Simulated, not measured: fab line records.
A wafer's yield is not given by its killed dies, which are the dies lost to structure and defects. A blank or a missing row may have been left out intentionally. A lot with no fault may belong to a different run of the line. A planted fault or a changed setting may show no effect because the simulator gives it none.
fab line records ; flow sfq_line
record lots=6; wafers=18; last_day=86
route steps=325 shown M5@201 A5B@209 R5@212 I5@228 C5@240 M8@325
lots with no fault: from the same line, run without faults
start_h: hours from the record's first day to the start of the lot's first wafer shown ; wait_h: time in hours since the lot's previous step ; " unchanged from the row above ; L1.1+2: one row covering several wafers at once ; - value missing, or start not given ; * or withheld: withheld ; < > ~ a bound
route shown NAME@n: names a module that has steps shown in the file, with the first one's number in the route ; usual: mean/standard deviation taken from wafers without a fault ; same: alike in all rows ; chamber/n: place in a boat ; sites: the reading at each site ; _std_site: the values' standard deviation ; _edge_site: mean of outer sites minus mean of inner sites ; radius_mm: how far each site lies from the wafer's centre ; mask NAME#n: copy n ; behind: tool/chamber where the wafer was last shaped ; hold: why the lot was held/for how many hours/how that ended ; device: transistor that didn't switch, given as n, p or np ; end of line: tests of these same wafers at the route's end ; a step given without rows: its recipe and nothing more ; killed: the dies lost at the first sort to structure and to defects; this is not the yield of the wafer ; map: dies across one wafer; x = killed, . = not, _ = none there
set.NAME: the setting that was run; set.NAME@STEP: the one run at that earlier step ; model.NAME: the simulator's own value behind a step, which no gauge read
lots at some steps of the route; a table a step, a row a wafer
services: the hour from which a tool's chamber was out of use, counted from the record's first day as start_h (under 0 if before that day), plus the number of hours and why
## steps
# step SFQ_TRILAYER_M5_LITHO_EXPOSE_124
# recipe mask_id=M5; na=0.6; source_shape=conventional; sigma_outer=0.65; target_cd_nm=700; dose_mj=14.4
# step SFQ_TRILAYER_M5_LITHO_PEB_126
# recipe peb_temp_c=115; peb_time_s=60; resist=KrF
# step SFQ_TRILAYER_M5_LITHO_DEVELOP_125
# recipe time_s=60; resist=KrF
# step SFQ_M5_OVL_MEAS_932
# usual M5_OVL=-1/6.1
lot.wafer;tool;chamber;start_h;wait_h;M5_OVL[nm]
L817.1;overlay-02;-;1163.46;0.1;-1
L817.2;overlay-02;-;1163.46;0.1;2
L817.3;overlay-02;-;1163.46;0.1;3
L820.3;overlay-01;-;1242.31;0.1;-2
L820.5;overlay-01;-;1242.31;0.1;-5
L820.6;overlay-01;-;1242.31;0.1;0
L828.1;overlay-01;-;1280.30;0.1;-12
L828.3;overlay-01;-;1280.30;0.1;-5
L828.4;overlay-01;-;1280.30;0.1;-14
L829.1;overlay-01;-;1295.02;0.1;-8
L829.4;overlay-01;-;1295.02;0.1;-1
L829.6;overlay-01;-;1295.02;0.1;-2
L838.1;overlay-01;-;1518.42;0.1;4
L838.4;overlay-01;-;1518.42;0.1;3
L838.6;overlay-01;-;1518.42;0.1;12
L839.1;overlay-01;-;1525.62;0.1;-11
L839.3;overlay-01;-;1525.62;0.1;-8
L839.5;overlay-01;-;1525.62;0.1;-7
# step SFQ_TRILAYER_M5_BARC_OPEN_METAL_ETCH_161
# recipe mask_material=PR; chemistry=O2; target_depth_nm=125; target=BARC; icp_w=600; bias_w=80; pressure_mtorr=10; time_s=41.7
# step SFQ_TRILAYER_M5_ETCH_METAL_ETCH_126
# recipe target=Nb; stop_on=SiO2; mask_material=PR; over_etch_frac=0.15; time_s=203.2; chemistry=Cl2/BCl3; target_depth_nm=265; icp_w=600; bias_w=80; pressure_mtorr=10
# usual drypump_motor_current_A=5.6/0.4; oes_product_au=0.726/0.0053
# same time_s=203.2
lot.wafer;tool;chamber;start_h;wait_h;drypump_motor_current_A;oes_product_au;rf_hours_counter_h
L817.1;rie_metal-03;0;1163.62;0.1;6.2;0.727;101
L817.2;rie_metal-03;0;1163.62;0.1;6.2;0.730;-
L817.3;rie_metal-03;0;1163.62;0.1;6.2;0.724;-
L820.3;rie_metal-04;0;1242.46;0.1;5.6;0.737;-
L820.5;rie_metal-04;1;1242.46;0.1;5.7;0.733;-
L820.6;rie_metal-04;0;1242.46;0.1;5.6;0.722;-
L828.1;rie_metal-02;1;1280.39;0.0;5.7;0.733;65
L828.3;rie_metal-02;0;1280.39;0.0;5.6;0.719;-
L828.4;rie_metal-02;1;1280.39;0.0;5.7;0.730;-
L829.1;rie_metal-03;0;1295.12;0.0;6.2;0.719;126
L829.4;rie_metal-03;1;1295.12;0.0;4.8;0.720;-
L829.6;rie_metal-03;1;1295.12;0.0;4.8;0.724;-
L838.1;rie_metal-03;1;1518.52;0.0;4.8;0.719;99
L838.4;rie_metal-03;1;1518.52;0.0;4.8;0.722;-
L838.6;rie_metal-03;1;1518.52;0.0;4.8;0.727;-
L839.1;rie_metal-03;1;1525.72;0.0;4.8;0.719;100
L839.3;rie_metal-03;0;1525.72;0.0;6.2;0.728;-
L839.5;rie_metal-03;1;1525.72;0.0;4.8;0.737;-
# step SFQ_TRILAYER_M5_STRIP_STRIP_127
# recipe gas=O2; power_w=200; platen_temp_c=40; overash_fraction=0.65; chemistry=O2; pressure_mtorr=50
# step SFQ_TRILAYER_M5_STRIP_SOLV_CLEAN_128
# recipe chemistry=NMP; temp_c=70; time_s=600
# step SFQ_TRILAYER_A5B_DEP_PECVD_129
# recipe material=SiO2; temp_c=150; time_s=133.33; pressure_torr=2.4; rf_w=183.3; precursor=SiH4/N2O; target_thk_nm=600
# step SFQ_TRILAYER_A5B_CMP_CMP_130
# recipe stop_on=Nb; down_force_psi=3; platen_rpm=60; target_thk_nm=340.7
# usual edge_zone_pressure_frac=1.001/0.0049; motor_current_A=10.0/0.96; retaining_ring_pressure_frac=1.000/0.0051; slurry_filter_dp_kPa=13.49/0.16
lot.wafer;tool;chamber;start_h;wait_h;edge_zone_pressure_frac;motor_current_A;retaining_ring_pressure_frac;slurry_filter_dp_kPa
L817.1;cmp-02;2;1167.47;2.0;1.003;11.1;1.000;13.59
L817.2;cmp-02;0;1168.47;3.0;1.002;9.1;1.002;13.38
L817.3;cmp-02;1;1168.47;3.0;1.003;10.9;0.999;13.43
L820.3;cmp-01;1;1244.47;1.0;1.007;8.3;1.001;13.48
L820.6;cmp-01;3;1245.47;2.0;0.996;10.0;0.998;13.44
L820.5;cmp-01;0;1245.47;2.0;0.995;9.5;0.989;13.39
L828.4;cmp-02;3;1286.00;4.5;1.006;10.4;0.996;13.59
L828.3;cmp-02;0;1286.00;4.5;1.008;8.6;0.996;13.49
L828.1;cmp-02;1;1286.00;4.5;0.993;11.2;0.996;13.55
L829.1;cmp-01;1;1296.68;0.5;1.003;8.2;1.006;13.77
L829.4;cmp-01;2;1296.68;0.5;1.007;9.4;1.007;13.43
L829.6;cmp-01;1;1298.68;2.5;1.001;8.3;1.005;13.49
L838.1;cmp-02;1;1520.58;1.0;1.002;10.4;1.001;13.86
L838.4;cmp-02;2;1520.58;1.0;1.007;11.5;1.000;13.67
L838.6;cmp-02;0;1522.08;2.5;0.999;9.2;0.993;13.48
L839.1;cmp-01;3;1526.78;0.0;1.005;9.6;0.997;13.67
L839.3;cmp-01;2;1528.28;1.5;1.008;9.3;1.001;13.65
L839.5;cmp-01;0;1529.28;2.5;0.996;9.4;0.996;13.68
# step SFQ_TRILAYER_A5B_METRO_MEASURE_131
# usual thk_nm=341/5.2
lot.wafer;tool;chamber;start_h;wait_h;thk_nm
L817.1;film_metro-02;-;1170.47;2.5;337
L817.2;film_metro-02;-;1170.47;2.5;336
L817.3;film_metro-02;-;1170.47;2.5;335
L820.3;film_metro-02;-;1246.87;1.9;339
L820.5;film_metro-02;-;1246.87;1.9;341
L820.6;film_metro-02;-;1246.87;1.9;343
L828.1;film_metro-01;-;1289.00;1.5;344
L828.3;film_metro-01;-;1289.00;1.5;346
L828.4;film_metro-01;-;1289.00;1.5;340
L829.1;film_metro-04;-;1299.18;2.0;334
L829.4;film_metro-04;-;1299.18;2.0;344
L829.6;film_metro-04;-;1299.18;2.0;338
L838.1;film_metro-01;-;1522.58;1.5;349
L838.4;film_metro-01;-;1522.58;1.5;338
L838.6;film_metro-01;-;1522.58;1.5;344
L839.1;film_metro-02;-;1529.78;2.5;350
L839.3;film_metro-02;-;1529.78;2.5;341
L839.5;film_metro-02;-;1529.78;2.5;347
# step SFQ_TRILAYER_R5_DEP_SPUTTER_132
# recipe material=Ti; base_pressure_pa=1.33e-06; target_thk_nm=5; power_w=2000; time_s=5; chamber_pressure_pa=0.4
# usual throttle_valve_pct=30.2/0.8
# same time_s=5
lot.wafer;tool;chamber;start_h;wait_h;throttle_valve_pct
L817.1;pvd_sputter-03;-;1171.67;1.0;30.0
L817.2;pvd_sputter-03;-;1171.67;1.0;30.7
L817.3;pvd_sputter-03;-;1171.67;1.0;30.5
L820.3;pvd_sputter-06;-;1247.67;0.6;31.5
L820.5;pvd_sputter-06;-;1247.67;0.6;31.4
L820.6;pvd_sputter-06;-;1247.67;0.6;29.9
L828.1;pvd_sputter-06;-;1290.20;1.0;30.0
L828.3;pvd_sputter-06;-;1290.20;1.0;28.1
L828.4;pvd_sputter-06;-;1290.20;1.0;29.8
L829.1;pvd_sputter-06;-;1300.38;1.0;30.1
L829.4;pvd_sputter-06;-;1300.38;1.0;28.1
L829.6;pvd_sputter-06;-;1300.38;1.0;31.5
L838.1;pvd_sputter-05;-;1523.78;1.0;29.4
L838.4;pvd_sputter-05;-;1523.78;1.0;29.2
L838.6;pvd_sputter-05;-;1523.78;1.0;29.6
L839.1;pvd_sputter-03;-;1530.98;1.0;30.5
L839.3;pvd_sputter-03;-;1530.98;1.0;30.8
L839.5;pvd_sputter-03;-;1530.98;1.0;30.0
# step SFQ_TRILAYER_R5_DEP_SPUTTER_133
# recipe material=MoNx; base_pressure_pa=1.33e-06; target_thk_nm=40; power_w=1000; time_s=66.7; chamber_pressure_pa=0.4
# usual throttle_valve_pct=30.2/0.8
lot.wafer;tool;chamber;start_h;wait_h;throttle_valve_pct;model.MoNx_of_TRILAYER_R5_DEP_SPUTTER_133.thk_nm
L817.1;pvd_sputter-03;-;1171.69;0.0;30.4;39.43
L817.2;pvd_sputter-03;-;1171.69;0.0;30.8;40.21
L817.3;pvd_sputter-03;-;1171.69;0.0;30.3;39.71
L820.3;pvd_sputter-06;-;1247.69;0.0;31.3;40.46
L820.5;pvd_sputter-06;-;1247.69;0.0;31.7;40.47
L820.6;pvd_sputter-06;-;1247.69;0.0;29.5;40.19
L828.1;pvd_sputter-06;-;1290.22;0.0;30.2;51.48
L828.3;pvd_sputter-06;-;1290.22;0.0;28.1;51.29
L828.4;pvd_sputter-06;-;1290.22;0.0;30.0;51.62
L829.1;pvd_sputter-06;-;1300.40;0.0;29.9;50.68
L829.4;pvd_sputter-06;-;1300.40;0.0;28.0;51.02
L829.6;pvd_sputter-06;-;1300.40;0.0;31.4;40.69
L838.1;pvd_sputter-05;-;1523.80;0.0;29.6;39.71
L838.4;pvd_sputter-05;-;1523.80;0.0;29.5;39.78
L838.6;pvd_sputter-05;-;1523.80;0.0;29.6;39.46
L839.1;pvd_sputter-03;-;1531.00;0.0;30.4;40.27
L839.3;pvd_sputter-03;-;1531.00;0.0;30.7;40.34
L839.5;pvd_sputter-03;-;1531.00;0.0;30.1;39.93
# step SFQ_TRILAYER_R5_DEP_SPUTTER_134
# recipe material=Ti; base_pressure_pa=1.33e-06; target_thk_nm=5; power_w=2000; time_s=5; chamber_pressure_pa=0.4
# step SFQ_R5_RS_MEAS_933
# recipe thk_meas_gauge=four-point-probe; reads=Ti_of_TRILAYER_R5_DEP_SPUTTER_134+MoNx_of_TRILAYER_R5_DEP_SPUTTER_133+Ti_of_TRILAYER_R5_DEP_SPUTTER_132
# usual R5_MONX_RS=7.05/0.087
lot.wafer;tool;chamber;start_h;wait_h;R5_MONX_RS[ohm/sq]
L817.1;film_metro-01;-;1171.77;0.0;7.12
L817.2;film_metro-01;-;1171.77;0.0;7.03
L817.3;film_metro-01;-;1171.77;0.0;7.09
L820.3;film_metro-01;-;1247.81;0.0;7.01
L820.5;film_metro-01;-;1247.81;0.0;7.00
L820.6;film_metro-01;-;1247.81;0.0;7.05
L828.1;film_metro-03;-;1290.29;0.0;5.57
L828.3;film_metro-03;-;1290.29;0.0;5.59
L828.4;film_metro-03;-;1290.29;0.0;5.55
L829.1;film_metro-02;-;1300.47;0.0;5.64
L829.4;film_metro-02;-;1300.47;0.0;5.61
L829.6;film_metro-02;-;1300.47;0.0;6.96
L838.1;film_metro-03;-;1523.87;0.0;7.11
L838.4;film_metro-03;-;1523.87;0.0;7.09
L838.6;film_metro-03;-;1523.87;0.0;7.15
L839.1;film_metro-03;-;1531.07;0.0;7.00
L839.3;film_metro-03;-;1531.07;0.0;7.02
L839.5;film_metro-03;-;1531.07;0.0;7.08
# step SFQ_R5_THK_MEAS_934
# recipe thk_meas_gauge=xrf; reads=MoNx_of_TRILAYER_R5_DEP_SPUTTER_133
# usual R5_MONX_THK=40.7/0.53
lot.wafer;tool;chamber;start_h;wait_h;R5_MONX_THK[nm]
L817.1;film_metro-01;-;1171.89;0.1;40.1
L817.2;film_metro-01;-;1171.89;0.1;40.4
L817.3;film_metro-01;-;1171.89;0.1;40.4
L820.3;film_metro-01;-;1247.91;0.1;41.1
L820.5;film_metro-01;-;1247.91;0.1;41.1
L820.6;film_metro-01;-;1247.91;0.1;40.9
L828.1;film_metro-03;-;1290.41;0.1;52.4
L828.3;film_metro-03;-;1290.41;0.1;52.3
L828.4;film_metro-03;-;1290.41;0.1;52.8
L829.1;film_metro-02;-;1300.59;0.1;51.5
L829.4;film_metro-02;-;1300.59;0.1;52.0
L829.6;film_metro-02;-;1300.59;0.1;41.3
L838.1;film_metro-03;-;1523.99;0.1;40.5
L838.4;film_metro-03;-;1523.99;0.1;40.7
L838.6;film_metro-03;-;1523.99;0.1;40.5
L839.1;film_metro-03;-;1531.19;0.1;41.4
L839.3;film_metro-03;-;1531.19;0.1;41.3
L839.5;film_metro-03;-;1531.19;0.1;40.5
# step SFQ_TRILAYER_R5_LITHO_COAT_141
# recipe resist=BARC; spin_rpm=3000; resist_thk_nm=62
# step SFQ_TRILAYER_R5_LITHO_COAT_136
# recipe resist=KrF; spin_rpm=3000; resist_thk_nm=600
# step SFQ_TRILAYER_R5_LITHO_SOFTBAKE_140
# recipe temp_c=withheld; time_s=withheld; resist=KrF
# step SFQ_TRILAYER_R5_LITHO_EXPOSE_137
# recipe mask_id=R5; na=0.6; source_shape=conventional; sigma_outer=0.65; target_cd_nm=500; dose_mj=14.4
# step SFQ_TRILAYER_R5_LITHO_PEB_139
# recipe peb_temp_c=115; peb_time_s=60; resist=KrF
# step SFQ_TRILAYER_R5_LITHO_DEVELOP_138
# recipe time_s=60; resist=KrF
# step SFQ_R5_OVL_MEAS_935
# usual R5_OVL=3/4.8
lot.wafer;tool;chamber;start_h;wait_h;R5_OVL[nm]
L817.1;overlay-02;-;1304.30;0.1;1
L817.2;overlay-02;-;1304.30;0.1;2
L817.3;overlay-02;-;1304.30;0.1;2
L820.3;overlay-02;-;1390.87;0.1;7
L820.5;overlay-02;-;1390.87;0.1;9
L820.6;overlay-02;-;1390.87;0.1;7
L828.1;overlay-01;-;1442.78;0.1;-1
L828.3;overlay-01;-;1442.78;0.1;3
L828.4;overlay-01;-;1442.78;0.1;-6
L829.1;overlay-01;-;1452.38;0.1;2
L829.4;overlay-01;-;1452.38;0.1;-8
L829.6;overlay-01;-;1452.38;0.1;-4
L838.1;overlay-02;-;1526.30;0.1;6
L838.4;overlay-02;-;1526.30;0.1;3
L838.6;overlay-02;-;1526.30;0.1;10
L839.1;overlay-01;-;1533.50;0.1;-3
L839.3;overlay-01;-;1533.50;0.1;-4
L839.5;overlay-01;-;1533.50;0.1;1
# step SFQ_TRILAYER_R5_BARC_OPEN_METAL_ETCH_177
# recipe mask_material=PR; chemistry=O2; target_depth_nm=125; target=BARC; icp_w=600; bias_w=80; pressure_mtorr=10; time_s=41.7
# step SFQ_TRILAYER_R5_ETCH_METAL_ETCH_139
# recipe stop_on=SiO2; mask_material=PR; chemistry=Cl2; target_depth_nm=60; icp_w=600; bias_w=80; pressure_mtorr=10; time_s=40
# step SFQ_TRILAYER_R5_STRIP_STRIP_140
# recipe gas=O2; power_w=200; platen_temp_c=40; overash_fraction=0.65; chemistry=O2; pressure_mtorr=50
# step SFQ_TRILAYER_R5_STRIP_SOLV_CLEAN_141
# recipe chemistry=NMP; temp_c=70; time_s=600
# step SFQ_TRILAYER_A5C_DEP_PECVD_142
# recipe material=SiO2; temp_c=150; time_s=15.556; pressure_torr=2.4; rf_w=183.3; precursor=SiH4/N2O; target_thk_nm=70
# step SFQ_TRILAYER_I5_LITHO_COAT_149
# recipe resist=BARC; spin_rpm=3000; resist_thk_nm=62
# step SFQ_TRILAYER_I5_LITHO_COAT_144
# recipe resist=KrF; spin_rpm=3000; resist_thk_nm=650
# step SFQ_TRILAYER_I5_LITHO_SOFTBAKE_148
# recipe temp_c=withheld; time_s=withheld; resist=KrF
# step SFQ_TRILAYER_I5_LITHO_EXPOSE_145
# recipe mask_id=I5; na=0.6; source_shape=conventional; sigma_outer=0.65; target_cd_nm=700; dose_mj=21.3
# step SFQ_TRILAYER_I5_LITHO_PEB_147
# recipe peb_temp_c=115; peb_time_s=60; resist=KrF
# step SFQ_TRILAYER_I5_LITHO_DEVELOP_146
# recipe time_s=60; resist=KrF
# step SFQ_I5_OVL_MEAS_936
# usual I5_OVL=1/5.5
lot.wafer;tool;chamber;start_h;wait_h;I5_OVL[nm]
L817.1;overlay-01;-;1454.78;0.1;7
L817.2;overlay-01;-;1454.78;0.1;0
L817.3;overlay-01;-;1454.78;0.1;1
L820.3;overlay-01;-;1531.63;0.1;1
L820.5;overlay-01;-;1531.63;0.1;0
L820.6;overlay-01;-;1531.63;0.1;0
L828.1;overlay-02;-;1567.75;0.1;8
L828.3;overlay-02;-;1567.75;0.1;6
L828.4;overlay-02;-;1567.75;0.1;8
L829.1;overlay-01;-;1578.55;0.1;-8
L829.4;overlay-01;-;1578.55;0.1;-2
L829.6;overlay-01;-;1578.55;0.1;1
L838.1;overlay-02;-;1649.05;0.1;7
L838.4;overlay-02;-;1649.05;0.1;7
L838.6;overlay-02;-;1649.05;0.1;3
L839.1;overlay-01;-;1655.05;0.1;10
L839.3;overlay-01;-;1655.05;0.1;10
L839.5;overlay-01;-;1655.05;0.1;3
# step SFQ_TRILAYER_I5_BARC_OPEN_VIA_ETCH_200
# recipe mask_material=PR; chemistry=O2; target_depth_nm=125; target=BARC; source_w=500; bias_w=80; pressure_mtorr=30; time_s=41.7
# usual drypump_motor_current_A=5.6/0.49; oes_product_au=0.685/0.0041
# same time_s=41.7
lot.wafer;tool;chamber;start_h;wait_h;drypump_motor_current_A;oes_product_au;rf_hours_counter_h
L817.1;rie_diel-01;3;1454.82;0.0;6.0;0.682;9
L817.2;rie_diel-01;1;1454.82;0.0;5.0;0.687;20
L817.3;rie_diel-01;0;1454.82;0.0;5.5;0.686;7
L820.3;rie_diel-02;1;1531.66;0.0;4.8;0.688;0
L820.5;rie_diel-02;3;1531.66;0.0;5.7;0.683;-
L820.6;rie_diel-02;0;1531.66;0.0;6.0;0.687;-
L828.1;rie_diel-04;2;1567.78;0.0;5.2;0.688;0
L828.3;rie_diel-04;3;1567.78;0.0;6.0;0.685;16
L828.4;rie_diel-04;0;1567.78;0.0;5.1;0.684;12
L829.1;rie_diel-01;0;1578.58;0.0;5.5;0.685;10
L829.4;rie_diel-01;2;1578.58;0.0;5.9;0.686;1
L829.6;rie_diel-01;0;1578.58;0.0;5.4;0.688;-
L838.1;rie_diel-01;0;1649.09;0.0;5.4;0.685;11
L838.4;rie_diel-01;2;1649.09;0.0;5.8;0.687;2
L838.6;rie_diel-01;3;1649.09;0.0;6.1;0.691;-
L839.1;rie_diel-01;2;1655.09;0.0;5.8;0.683;2
L839.3;rie_diel-01;0;1655.09;0.0;5.5;0.683;11
L839.5;rie_diel-01;3;1655.09;0.0;6.1;0.687;-
# step SFQ_TRILAYER_I5_ETCH_VIA_ETCH_147
# recipe stop_on=Nb; mask_material=PR; chemistry=CHF3; target_depth_nm=360; source_w=500; bias_w=80; pressure_mtorr=30; time_s=withheld
# step SFQ_TRILAYER_I5_STRIP_STRIP_148
# recipe gas=O2; power_w=200; platen_temp_c=40; overash_fraction=0.65; chemistry=O2; pressure_mtorr=50
# step SFQ_TRILAYER_I5_STRIP_SOLV_CLEAN_149
# recipe chemistry=NMP; temp_c=70; time_s=600
# step SFQ_TRILAYER_C5_LITHO_COAT_156
# recipe resist=BARC; spin_rpm=3000; resist_thk_nm=62
# step SFQ_TRILAYER_C5_LITHO_COAT_151
# recipe resist=KrF; spin_rpm=3000; resist_thk_nm=650
# step SFQ_TRILAYER_C5_LITHO_SOFTBAKE_155
# recipe temp_c=withheld; time_s=withheld; resist=KrF
# step SFQ_M8_BOW_MEAS_951
# recipe mode=bow
# usual M8_BOW=9/8.9
lot.wafer;tool;chamber;start_h;wait_h;M8_BOW[um];model.etest.r5.ohm_um;model.etest.c5.link_ohm;model.etest.r5.ohm_sq
L817.1;film_metro-04;-;1931.17;0.0;14;14.44;8.121;7.169
L817.2;film_metro-04;-;1931.17;0.0;2;14.15;7.987;7.03
L817.3;film_metro-04;-;1931.17;0.0;11;14.32;8.082;7.119
L820.3;film_metro-04;-;1996.09;0.0;12;13.87;7.934;6.986
L820.5;film_metro-04;-;1996.09;0.0;10;13.9;7.946;6.985
L820.6;film_metro-04;-;1996.09;0.0;25;14.01;7.985;7.034
L828.1;film_metro-02;-;2030.64;0.0;29;10.98;6.433;5.491
L828.3;film_metro-02;-;2030.64;0.0;33;11.03;6.463;5.511
L828.4;film_metro-02;-;2030.64;0.0;13;10.97;6.429;5.476
L829.1;film_metro-03;-;2035.47;0.0;6;11.2;6.527;5.577
L829.4;film_metro-03;-;2035.47;0.0;5;11.12;6.492;5.54
L829.6;film_metro-03;-;2035.47;0.0;6;13.94;7.888;6.946
L838.1;film_metro-03;-;2069.04;0.0;13;14.21;8.065;7.118
L838.4;film_metro-03;-;2069.04;0.0;16;14.21;8.041;7.106
L838.6;film_metro-03;-;2069.04;0.0;14;14.29;8.116;7.163
L839.1;film_metro-03;-;2070.24;0.0;-4;14.02;7.98;7.02
L839.3;film_metro-03;-;2070.24;0.0;12;14.05;7.974;7.007
L839.5;film_metro-03;-;2070.24;0.0;-2;14.16;8.039;7.079
## services
tool;chamber;start_h;hours;kind
pvd_sputter-03;-;1157.55;2.3;repair
pvd_sputter-03;-;1158.26;3.1;repair
rie_metal-03;1;1162.63;31.6;repair
rie_diel-01;-;1176.39;4.7;repair
pvd_sputter-06;-;1197.79;5.7;repair
rie_metal-03;-;1231.48;1.2;repair
pvd_sputter-03;-;1237.27;8.5;repair
pvd_sputter-06;-;1251.64;5.3;repair
rie_diel-01;1;1261.11;3.0;repair
pvd_sputter-03;-;1322.08;4.7;repair
pvd_sputter-06;-;1355.74;1.5;repair
pvd_sputter-06;-;1360.60;2.0;repair
pvd_sputter-06;-;1365.87;1.2;repair
pvd_sputter-03;-;1414.15;28.4;repair
rie_diel-01;0;1427.78;2.2;repair
pvd_sputter-03;-;1437.52;0.7;repair
rie_diel-01;1;1439.61;7.6;repair
pvd_sputter-03;-;1458.45;4.0;repair
rie_diel-01;0;1521.11;8.1;repair
rie_diel-01;-;1568.97;0.6;repair
pvd_sputter-03;-;1581.72;5.8;repair
rie_metal-03;1;1586.17;28.9;repair
pvd_sputter-03;-;1600.88;1.6;repair
pvd_sputter-06;-;1654.92;5.5;repair
## key
first_sign step=SFQ_R5_RS_MEAS_933; reading=R5_MONX_RS; direction=down; sigmas=17; usual=7.05; struck=5.59
effect step=SFQ_R5_THK_MEAS_934; reading=R5_MONX_THK; direction=up; sigmas=22; usual=40.7; struck=52.2
model_effect step=SFQ_TRILAYER_R5_DEP_SPUTTER_133; value=MoNx_of_TRILAYER_R5_DEP_SPUTTER_133.thk_nm; without=40.64; struck=51.22
model_effect step=SFQ_M8_BOW_MEAS_951; value=etest.r5.ohm_um; without=13.93; struck=11.06
met_at SFQ_TRILAYER_R5_DEP_SPUTTER_133
struck_wafers L828.1,L828.3,L828.4,L829.1,L829.4
onset_between 1247.69 1290.22
fault kind=process_parameter_drift; tool=pvd_sputter-06; chamber=-; onset_h=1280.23; steps=SFQ_TRILAYER_R5_DEP_SPUTTER_133; channel=time_s; offset=*; shape=step; end_h=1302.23; scope=struck_wafers_only; acts_in=*; stated=*
